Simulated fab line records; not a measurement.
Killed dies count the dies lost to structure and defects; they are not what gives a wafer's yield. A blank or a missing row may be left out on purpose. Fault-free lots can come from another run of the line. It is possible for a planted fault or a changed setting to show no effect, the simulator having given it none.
Which tool was responsible? | flow gf180mcu | Sampling: 6 lots, 18 wafers, 2 of 602 route steps

WHAT THE GAUGES SHOWED, per wafer
GF_LVPWELL_TW_MEAS_11.
lot  | measured    | on            | LVPWELL_TW
L387 | day 4 15:09 | film-metro-04 | 564.3 565.2 564.5
L391 | day 5 15:16 | film-metro-03 | 563.5 563.2 564.0
L396 | day 6 16:28 | film-metro-04 | 558.0 559.3 557.2
L400 | day 7 13:37 | film-metro-04 | 566.3 567.7 565.9
L404 | day 8 11:58 | film-metro-03 | 568.0 562.6 566.2
L407 | day 9 12:16 | film-metro-04 | 566.0 565.5 564.7

TOOL THAT RAN EACH LOT (tool first, then ch and the chambers of the sampled wafers, then the start)
lot  | GF_LVPWELL_IMPLANT_09
L387 | implanter-03 ch 0, day 4 14:54
L391 | implanter-04 ch 0, day 5 15:02
L396 | implanter-04 ch 0, day 6 16:13
L400 | implanter-02 ch 0, day 7 13:23
L404 | implanter-03 ch 0, day 8 11:44
L407 | implanter-03 ch 0, day 9 12:01
- GF_LVPWELL_IMPLANT_09

THE ANSWER, worked out from the rows above alone
Rule: usual is defined by the lots themselves. Put in order of their means at a reading, lots are off if they are a third of the lots or fewer, leave a main group of 4 or more, and stand apart from it by a gap of 3 or more times the standard deviation of the main group's means; of several such gaps the widest counts. The tables above print the reading to a certain number of digits; a main group whose means all agree to those digits is not used. Also off: a lot with no number at a reading for which 4 or more lots have one. Where the step has rows for the other lots, those lots are counted as sound.
Off: L396, seen at GF_LVPWELL_TW_MEAS_11 (LVPWELL_TW). Mean 565.2 and standard deviation 1 in the main group.
If a tool, at a process step before that reading, ran all the lots that are off and no sound lot after the first of them, it fits. Gauges at GF_LVPWELL_TW_MEAS_11: tried the same way as those tools. One candidate fits, namely implanter-04 at GF_LVPWELL_IMPLANT_09. A fault onset in the window from L391 (day 5 15:02, its last sound lot) to L396 (day 6 16:13, its first lot off) fits.

WHAT HAD BEEN PUT IN BY THE SIMULATOR
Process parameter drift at GF_LVPWELL_IMPLANT_09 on implanter-04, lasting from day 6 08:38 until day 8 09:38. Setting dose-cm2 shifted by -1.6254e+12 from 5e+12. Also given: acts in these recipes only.
Shown lots that were struck: L396. The same result came from the rule above.
